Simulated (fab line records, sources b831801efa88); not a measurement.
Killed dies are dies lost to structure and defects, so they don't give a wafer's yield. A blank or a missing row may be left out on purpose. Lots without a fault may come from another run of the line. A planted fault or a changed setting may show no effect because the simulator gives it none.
fab line records | flow sky130
record lots=6 wafers=18 last_day=50
route steps=708 shown LDD_P@257 LDD_HVN@267 PAD_OPEN@708
lots that met no fault: from a run of the same line without faults
start_h: hours from the record's first day to the start of the lot's first wafer shown | wait_h: hours since the lot's step before | " the same as in the row above | L1.1+2: a row that stands for several wafers | - no value, or no start given | * or withheld: withheld | < > ~ a bound
route shown NAME@n: a module of which the file shows steps, and the number in the route of the first | usual: mean/standard deviation of fault-free wafers | same: alike in all rows | chamber/n: place in a boat | sites: the reading at each site | _std_site: their standard deviation | _edge_site: outer sites' mean less inner sites' | radius_mm: how far each site lies from the wafer's centre | mask NAME#n: copy n | behind: the tool/chamber that last shaped the wafer | hold: why the lot was held/for how many hours/how that ended | device: the transistor (n, p or np) that didn't switch | end of line: the same wafers' tests at the end of the route | a step without rows: its recipe alone | killed: dies lost to structure and defects at the first sort, not the wafer's yield | map: a wafer's dies, x killed, . not, _ none there
set.NAME: the setting as run; set.NAME@STEP: as run at that earlier step | model.NAME: the simulator's own value behind a step, which no gauge read
lots at some steps of the route; a table a step, a row a wafer
services: from which hour (start_h, from the record's first day; less than 0 if before it) a tool's chamber was out of use, for how many hours, and why
## steps
# step SKY_LDD_P_COAT_02
# recipe resist=NOVOLAK spin_rpm=3000 resist_thk_nm=1140
# step SKY_LDD_P_SOFTBAKE_03
# recipe temp_c=90 time_s=60 resist=NOVOLAK
# step SKY_LDD_P_EXPOSE_04
# recipe mask_id=PSDM na=0.6 source_shape=conventional sigma_outer=0.6 polarization=unpolarized target_cd_nm=380 dose_mj=138
# step SKY_LDD_P_PEB_05
# recipe temp_c=withheld time_s=* resist=NOVOLAK
# step SKY_LDD_P_DEVELOP_06
# recipe resist=NOVOLAK developer=TMAH develop_time_s=60 dev_temp_c=23
# step SKY_LDD_P_CD_MEAS_07
# recipe target_cd_nm=380
# usual cd_nm=379.3/2.6
# columns lot.wafer tool chamber start_h wait_h cd_nm
L332.2 cd_sem-02 - 426.44 0.1 381.2
L332.3 " - " " 382.9
L332.4 " - " " 381.9
L339.1 cd_sem-01 - 508.81 0.1 379.4
L339.2 " - " " 377.1
L339.3 " - " " 377.7
L344.1 cd_sem-01 - 536.81 0.1 381.1
L344.4 " - " " 380.8
L344.5 " - " " 381.8
L346.1 cd_sem-02 - 567.27 0.1 380.0
L346.2 " - " " 380.0
L346.6 " - " " 376.7
L352.1 cd_sem-01 - 606.66 0.1 379.1
L352.2 " - " " 379.9
L352.6 " - " " 380.3
L355.3 cd_sem-01 - 635.65 0.1 379.8
L355.5 " - " " 379.0
L355.6 " - " " 378.7
# step SKY_LDD_P_OVL_MEAS_08
# usual LDD_P_OVL=-0.8/1.6
# columns lot.wafer tool chamber start_h wait_h LDD_P_OVL[nm]
L332.2 overlay-01 - 426.55 0.1 0.0
L332.3 " - " " 0.2
L332.4 " - " " -0.7
L339.1 overlay-01 - 508.93 0.1 0.5
L339.2 " - " " 0.6
L339.3 " - " " 0.0
L344.1 overlay-02 - 536.93 0.1 -1.9
L344.4 " - " " -1.4
L344.5 " - " " -2.8
L346.1 overlay-02 - 567.39 0.1 0.0
L346.2 " - " " -0.9
L346.6 " - " " -1.1
L352.1 overlay-02 - 606.78 0.1 -0.6
L352.2 " - " " -0.7
L352.6 " - " " -0.2
L355.3 overlay-02 - 635.74 0.1 -3.1
L355.5 " - " " -1.1
L355.6 " - " " -2.2
# step SKY_LDD_P_IMPLANT_09
# recipe species=BF2 energy_kev=25 dose_cm2=1e+13 tilt_deg=withheld
# step SKY_LDD_P_STRIP_10
# recipe chemistry=O2/N2 power_w=1400 pressure_mtorr=1500 platen_temp_c=withheld o2_flow_sccm=3000 n2_flow_sccm=300 overash_fraction=0.5
# usual drypump_motor_current_A=5.9/0.76 o2_flow_sccm=2999/9 oes_product_au=0.716/0.005 strip_time_to_endpoint_s=14.18/0.038
# columns lot.wafer tool chamber start_h wait_h drypump_motor_current_A o2_flow_sccm oes_product_au rf_hours_counter_h strip_time_to_endpoint_s
L332.2 plasma_asher-03 0 426.73 0.1 4.9 3007 0.717 73 14.27
L332.3 " 1 " " 5.9 2989 0.713 - 14.25
L332.4 " 0 " " 4.9 3017 0.704 - 14.22
L339.1 plasma_asher-01 0 509.11 0.1 4.7 3005 0.718 37 14.24
L339.2 " 1 " " 6.3 3005 0.723 37 14.20
L339.3 " 0 " " 4.7 3003 0.712 - 14.22
L344.1 plasma_asher-04 0 537.11 0.1 6.6 2992 0.714 71 14.13
L344.4 " 0 " " 6.6 3003 0.709 - 14.13
L344.5 " 1 " " 6.7 2991 0.713 - 14.13
L346.1 plasma_asher-04 0 567.58 0.1 6.6 3005 0.712 74 14.13
L346.2 " 1 " " 6.6 2986 0.714 74 14.13
L346.6 " 1 " " 6.7 2979 0.713 - 14.12
L352.1 plasma_asher-01 0 606.96 0.1 4.7 2996 0.716 47 14.22
L352.2 " 1 " " 6.3 2994 0.726 47 14.19
L352.6 " 1 " " 6.3 3001 0.718 - 14.13
L355.3 plasma_asher-03 1 635.95 0.1 6.0 2994 0.715 - 14.15
L355.5 " 0 " " 4.9 3016 0.712 - 14.16
L355.6 " 1 " " 6.0 2992 0.719 - 14.16
# step SKY_LDD_P_TW_MEAS_11
# usual LDD_P_TW=640/4.6
# columns lot.wafer tool chamber start_h wait_h LDD_P_TW
L332.2 film_metro-04 - 426.84 0.1 647
L332.3 " - " " 646
L332.4 " - " " 645
L339.1 film_metro-04 - 509.21 0.1 638
L339.2 " - " " 639
L339.3 " - " " 640
L344.1 film_metro-02 - 537.21 0.1 640
L344.4 " - " " 640
L344.5 " - " " 640
L346.1 film_metro-02 - 567.68 0.1 644
L346.2 " - " " 640
L346.6 " - " " 645
L352.1 film_metro-01 - 607.06 0.1 641
L352.2 " - " " 637
L352.6 " - " " 638
L355.3 film_metro-04 - 636.04 0.1 640
L355.5 " - " " 647
L355.6 " - " " 644
# step SKY_LDD_HVN_DEHYDRATE_00
# recipe temp_c=200 time_s=60
# step SKY_LDD_HVN_HMDS_01
# recipe prime_time_s=60 prime_temp_c=120
# step SKY_LDD_HVN_COAT_02
# recipe resist=NOVOLAK spin_rpm=3000 resist_thk_nm=300
# columns lot.wafer tool chamber start_h wait_h model.NOVOLAK_of_LDD_HVN_COAT_02.thk_nm
L332.2+4 litho_track-02 0 441.65 0.1 301.8
L332.3 " 0 " " 301.7
L339.1 litho_track-02 0 524.17 0.1 299.8
L339.2 " 0 " " 299.7
L339.3 " 0 " " 300.6
L344.1 litho_track-02 0 551.72 0.1 300.1
L344.4 " 0 " " 172
L344.5 " 0 " " 299.9
L346.1 litho_track-02 0 581.87 0.1 299.5
L346.2 " 0 " " 172.1
L346.6 " 0 " " 299.4
L352.1 litho_track-03 0 620.76 0.1 299.9
L352.2 " 0 " " 300
L352.6 " 0 " " 300.6
L355.3 litho_track-01 0 649.61 0.1 301.4
L355.5 " 0 " " 302.8
L355.6 " 0 " " 301.5
# step SKY_LDD_HVN_SOFTBAKE_03
# recipe temp_c=90 time_s=60 resist=NOVOLAK
# step SKY_LDD_HVN_EXPOSE_04
# recipe mask_id=HVNTM na=0.6 source_shape=conventional sigma_outer=0.6 polarization=unpolarized target_cd_nm=700 dose_mj=127
# step SKY_LDD_HVN_PEB_05
# recipe temp_c=withheld time_s=* resist=NOVOLAK
# step SKY_LDD_HVN_DEVELOP_06
# recipe resist=NOVOLAK developer=TMAH develop_time_s=60 dev_temp_c=23
# columns lot.wafer tool chamber start_h wait_h model.NOVOLAK_of_LDD_HVN_COAT_02.thk_nm
L332.2+4 litho_track-02 0 456.90 0.1 301.4
L332.3 " 0 " " 301.3
L339.1+2 litho_track-01 0 540.01 0.1 299.3
L339.3 " 0 " " 300.1
L344.1 litho_track-03 0 567.01 0.1 299.7
L344.4 " 0 " " 171.6
L344.5 " 0 " " 299.5
L346.1 litho_track-01 0 596.77 0.1 299.1
L346.2 " 0 " " 171.7
L346.6 " 0 " " 299
L352.1 litho_track-01 0 635.71 0.1 299.5
L352.2 " 0 " " 299.6
L352.6 " 0 " " 300.2
L355.3 litho_track-02 0 663.52 0.1 301
L355.5 " 0 " " 302.4
L355.6 " 0 " " 301.1
# step SKY_LDD_HVN_OVL_MEAS_07
# usual LDD_HVN_OVL=0.4/1.1
# columns lot.wafer tool chamber start_h wait_h LDD_HVN_OVL[nm]
L332.2 overlay-01 - 457.03 0.1 -0.4
L332.3 " - " " 0.0
L332.4 " - " " -0.1
L339.1 overlay-01 - 540.16 0.1 1.0
L339.2 " - " " 0.5
L339.3 " - " " 1.6
L344.1 overlay-01 - 567.16 0.1 1.2
L344.4 " - " " 1.1
L344.5 " - " " 1.2
L346.1 overlay-02 - 596.92 0.1 0.6
L346.2 " - " " -0.8
L346.6 " - " " -0.3
L352.1 overlay-01 - 635.86 0.1 -0.9
L352.2 " - " " 1.1
L352.6 " - " " -0.2
L355.3 overlay-02 - 663.63 0.1 0.1
L355.5 " - " " 1.6
L355.6 " - " " 0.3
# step SKY_LDD_HVN_IMPLANT_08
# recipe species=P energy_kev=60 dose_cm2=3e+13 tilt_deg=40
# step SKY_LDD_HVN_STRIP_09
# recipe chemistry=O2/N2 power_w=1400 pressure_mtorr=1500 platen_temp_c=withheld o2_flow_sccm=3000 n2_flow_sccm=300 overash_fraction=0.5
# usual drypump_motor_current_A=5.9/0.6 o2_flow_sccm=3000/9.2 oes_product_au=0.409/0.0049 strip_time_to_endpoint_s=4.134/0.017
# columns lot.wafer tool chamber start_h wait_h drypump_motor_current_A o2_flow_sccm oes_product_au rf_hours_counter_h strip_time_to_endpoint_s
L332.2 plasma_asher-02 0 457.21 0.1 5.7 2983 0.414 3 4.180
L332.3 " 1 " " 5.7 2995 0.408 - 4.144
L332.4 " 0 " " 5.7 2998 0.412 - 4.175
L339.1 plasma_asher-03 1 540.35 0.1 5.9 3001 0.410 85 4.117
L339.2 " 0 " " 4.9 2998 0.412 85 4.135
L339.3 " 0 " " 4.9 2993 0.405 - 4.136
L344.1 plasma_asher-02 1 567.35 0.1 5.7 2982 0.410 14 4.144
L344.4 " 0 " " 5.7 2999 0.336 - 2.432
L344.5 " 0 " " 5.7 2993 0.412 - 4.131
L346.1 plasma_asher-03 1 597.10 0.1 6.0 2997 0.411 89 4.141
L346.2 " 0 " " 4.9 3002 0.338 89 2.414
L346.6 " 0 " " 4.9 3010 0.409 - 4.119
L352.1 plasma_asher-02 1 636.05 0.1 5.7 2996 0.402 22 4.127
L352.2 " 0 " " 5.7 3008 0.409 22 4.133
L352.6 " 0 " " 5.7 2999 0.407 - 4.142
L355.3 plasma_asher-03 0 663.84 0.1 4.9 2999 0.412 - 4.159
L355.5 " 1 " " 6.0 2987 0.419 - 4.165
L355.6 " 0 " " 4.9 3000 0.411 - 4.174
# step SKY_LDD_HVN_TW_MEAS_10
# usual LDD_HVN_TW=1428/17
# columns lot.wafer tool chamber start_h wait_h LDD_HVN_TW
L332.2 film_metro-01 - 457.32 0.1 1438
L332.3 " - " " 1431
L332.4 " - " " 1433
L339.1 film_metro-03 - 540.45 0.1 1407
L339.2 " - " " 1415
L339.3 " - " " 1408
L344.1 film_metro-03 - 567.45 0.1 1401
L344.4 " - " " 1409
L344.5 " - " " 1408
L346.1 film_metro-03 - 597.20 0.1 1405
L346.2 " - " " 1405
L346.6 " - " " 1406
L352.1 film_metro-02 - 636.15 0.1 1445
L352.2 " - " " 1457
L352.6 " - " " 1461
L355.3 film_metro-02 - 663.93 0.1 1448
L355.5 " - " " 1448
L355.6 " - " " 1459
# step SKY_PAD_OPEN_PROBE_99
# usual killed_at_M0_to_M3=43/6.7 killed_at_M4_up=3.2/1.9 killed_at_contacts=24/5.9 killed_at_front_end=15/4.1 killed_at_other=0.3/0.56 killed_dies=86/9.5 killed_open=47/7.4 killed_short=39/5.5
# same gross_dies=492 killed_at_back_side=0
# columns lot.wafer tool chamber start_h wait_h killed_at_M0_to_M3 killed_at_M4_up killed_at_contacts killed_at_front_end killed_at_other killed_dies killed_open killed_short
L332.2 prober-01 - 1070.57 0.1 42 3 40 15 0 100 58 42
L332.3 prober-01 - 1070.62 0.2 42 5 28 13 0 88 48 40
L332.4 prober-01 - 1070.67 0.2 49 0 30 7 0 86 47 39
L344.1 prober-01 - 1143.88 0.1 39 4 19 11 0 73 36 37
L344.4 prober-01 - 1144.03 0.2 36 1 34 12 0 83 40 43
L344.5 prober-01 - 1144.08 0.2 45 5 22 11 0 83 47 36
L346.1 prober-01 - 1162.20 0.1 35 4 37 11 0 87 40 47
L346.2 prober-01 - 1162.25 0.1 37 6 37 14 1 95 54 41
L346.6 prober-01 - 1162.45 0.2 38 3 14 19 0 74 33 41
L352.1 prober-01 - 1184.94 0.1 38 3 23 28 0 92 51 41
L352.2 prober-01 - 1184.99 0.1 42 6 20 11 0 79 41 38
L352.6 prober-01 - 1185.19 0.2 48 3 19 15 0 85 47 38
L355.3 prober-02 - 1202.42 0.2 40 1 21 17 1 80 44 36
L355.5 prober-02 - 1202.52 0.2 47 1 20 12 0 80 36 44
L355.6 prober-02 - 1202.57 0.2 47 3 23 14 0 87 53 34
# killed by level:class
L332.2 CONTACT:geometric_particle:open=18 METAL1:geometric_particle:short=8 LI_CONTACT:geometric_particle:open=7 CONTACT:geometric_particle:short=7 VIA1:geometric_particle:open=7 VIA2:geometric_particle:open=6 FIELD_ISO:geometric_particle:open=5 METAL2:geometric_particle:short=5
L332.3 CONTACT:geometric_particle:open=14 VIA2:geometric_particle:open=8 LI_CONTACT:geometric_particle:open=7 VIA1:geometric_particle:short=6 VIA1:geometric_particle:open=6 LI_CONTACT:geometric_particle:short=5 METAL2:geometric_particle:short=5 METAL4:geometric_particle:short=5
L332.4 CONTACT:geometric_particle:open=15 VIA1:geometric_particle:short=9 VIA1:geometric_particle:open=8 VIA2:geometric_particle:open=7 LI_CONTACT:geometric_particle:open=6 VIA3:geometric_particle:open=6 METAL1:geometric_particle:short=5 CONTACT:geometric_particle:short=5
L344.1 CONTACT:geometric_particle:open=8 METAL2:geometric_particle:short=7 VIA3:geometric_particle:open=7 METAL1:geometric_particle:short=6 LOCAL_INTERCONNECT:geometric_particle:short=5 VIA2:geometric_particle:open=5 FIELD_ISO:geometric_particle:open=4 VIA3:geometric_particle:short=4
L344.4 CONTACT:geometric_particle:open=10 CONTACT:geometric_particle:short=9 FIELD_ISO:geometric_particle:open=6 LOCAL_INTERCONNECT:geometric_particle:short=6 METAL2:geometric_particle:short=6 VIA2:geometric_particle:open=6 LI_CONTACT:geometric_particle:short=5 VIA1:geometric_particle:short=4
L344.5 CONTACT:geometric_particle:open=10 VIA2:geometric_particle:open=9 LI_CONTACT:geometric_particle:open=7 VIA3:geometric_particle:open=7 VIA1:geometric_particle:open=7 METAL2:geometric_particle:short=7 LOCAL_INTERCONNECT:geometric_particle:short=4 METAL4:geometric_particle:short=4
L346.1 CONTACT:geometric_particle:short=11 CONTACT:geometric_particle:open=9 LOCAL_INTERCONNECT:geometric_particle:short=8 VIA1:geometric_particle:open=8 METAL2:geometric_particle:short=7 VIA3:geometric_particle:open=6 LI_CONTACT:geometric_particle:open=5 VIA2:geometric_particle:open=4
L346.2 CONTACT:geometric_particle:open=17 LI_CONTACT:geometric_particle:open=8 VIA1:geometric_particle:open=8 VIA3:geometric_particle:open=5 POLY_GATE:geometric_particle:short=4 LI_CONTACT:geometric_particle:short=4 VIA2:geometric_particle:open=4 METAL4:geometric_particle:short=4
L346.6 VIA3:geometric_particle:short=6 POLY_GATE:geometric_particle:open=6 VIA1:geometric_particle:open=6 POLY_GATE:geometric_particle:short=5 CONTACT:geometric_particle:open=5 METAL2:geometric_particle:short=5 VIA3:geometric_particle:open=4 CONTACT:geometric_particle:short=4
L352.1 FIELD_ISO:geometric_particle:short=9 POLY_GATE:geometric_particle:open=9 VIA2:geometric_particle:open=8 LOCAL_INTERCONNECT:geometric_particle:short=6 CONTACT:geometric_particle:open=6 VIA1:geometric_particle:open=6 FIELD_ISO:geometric_particle:open=5 LI_CONTACT:geometric_particle:open=5
L352.2 VIA3:geometric_particle:open=7 VIA1:geometric_particle:open=7 VIA2:geometric_particle:open=7 LI_CONTACT:geometric_particle:open=6 METAL4:geometric_particle:short=5 METAL1:geometric_particle:short=5 CONTACT:geometric_particle:short=5 CONTACT:geometric_particle:open=5
L352.6 VIA1:geometric_particle:open=12 VIA2:geometric_particle:open=10 LOCAL_INTERCONNECT:geometric_particle:short=6 FIELD_ISO:geometric_particle:short=5 VIA1:geometric_particle:short=5 CONTACT:geometric_particle:open=4 METAL2:geometric_particle:short=4 VIA3:geometric_particle:open=4
L355.3 CONTACT:geometric_particle:open=9 VIA2:geometric_particle:open=7 VIA1:geometric_particle:open=6 VIA1:geometric_particle:short=6 VIA3:geometric_particle:open=6 METAL2:geometric_particle:short=6 FIELD_ISO:geometric_particle:short=5 LI_CONTACT:geometric_particle:open=4
L355.5 VIA2:geometric_particle:open=10 METAL2:geometric_particle:short=9 VIA3:geometric_particle:open=9 CONTACT:geometric_particle:open=8 METAL1:geometric_particle:short=7 LOCAL_INTERCONNECT:geometric_particle:short=4 VIA1:geometric_particle:short=4 METAL3:geometric_particle:short=4
L355.6 VIA1:geometric_particle:open=13 CONTACT:geometric_particle:open=12 POLY_GATE:geometric_particle:open=7 LI_CONTACT:geometric_particle:open=7 VIA3:geometric_particle:open=5 METAL1:geometric_particle:short=5 VIA2:geometric_particle:open=5 VIA1:geometric_particle:short=4
## services
# columns tool chamber start_h hours kind
plasma_asher-01 - 420.88 14.6 pm
plasma_asher-02 - 421.25 9.0 pm
plasma_asher-02 0 421.25 9.0 vent_cycle
plasma_asher-02 1 421.25 9.0 vent_cycle
plasma_asher-02 0 430.25 - clean
plasma_asher-02 1 430.25 - clean
plasma_asher-03 - 435.54 1.8 repair
plasma_asher-01 - 440.45 2.0 repair
plasma_asher-01 - 490.81 6.3 repair
plasma_asher-01 - 525.40 2.0 repair
plasma_asher-04 - 548.04 1.5 repair
plasma_asher-03 - 574.51 13.9 repair
plasma_asher-01 - 581.95 2.8 pm
plasma_asher-04 - 600.74 2.0 repair
plasma_asher-02 - 638.97 0.8 repair
plasma_asher-02 - 644.50 14.6 pm
## key
first_sign step=SKY_LDD_HVN_STRIP_09 reading=strip_time_to_endpoint_s direction=down sigmas=99+ usual=* struck=*
effect step=SKY_LDD_HVN_STRIP_09 reading=oes_product_au direction=down sigmas=15 usual=0.409 struck=0.337
model_effect step=SKY_LDD_HVN_COAT_02 value=NOVOLAK_of_LDD_HVN_COAT_02.thk_nm without=299.8 struck=172
model_effect step=SKY_LDD_HVN_DEVELOP_06 value=NOVOLAK_of_LDD_HVN_COAT_02.thk_nm without=299.3 struck=171.6
met_at SKY_LDD_HVN_COAT_02
struck_wafers L344.4,L346.2
tester_left_out L344,L346
onset_between 524.17 551.72
fault kind=process_parameter_drift tool=litho_track-02 chamber=- onset_h=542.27 steps=SKY_LDD_HVN_COAT_02 channel=resist_thk_nm offset=-127.85 shape=step end_h=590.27 scope=struck_wafers_only acts_in=these_recipes_only stated=300
# tester_left_out: of these lots the tester's yield and bins aren't shown, on N5 and GAA mostly nor the transistor test; their killed dies are dies lost to structure and defects alone, not to doping, threshold or leakage, so they don't give the yield
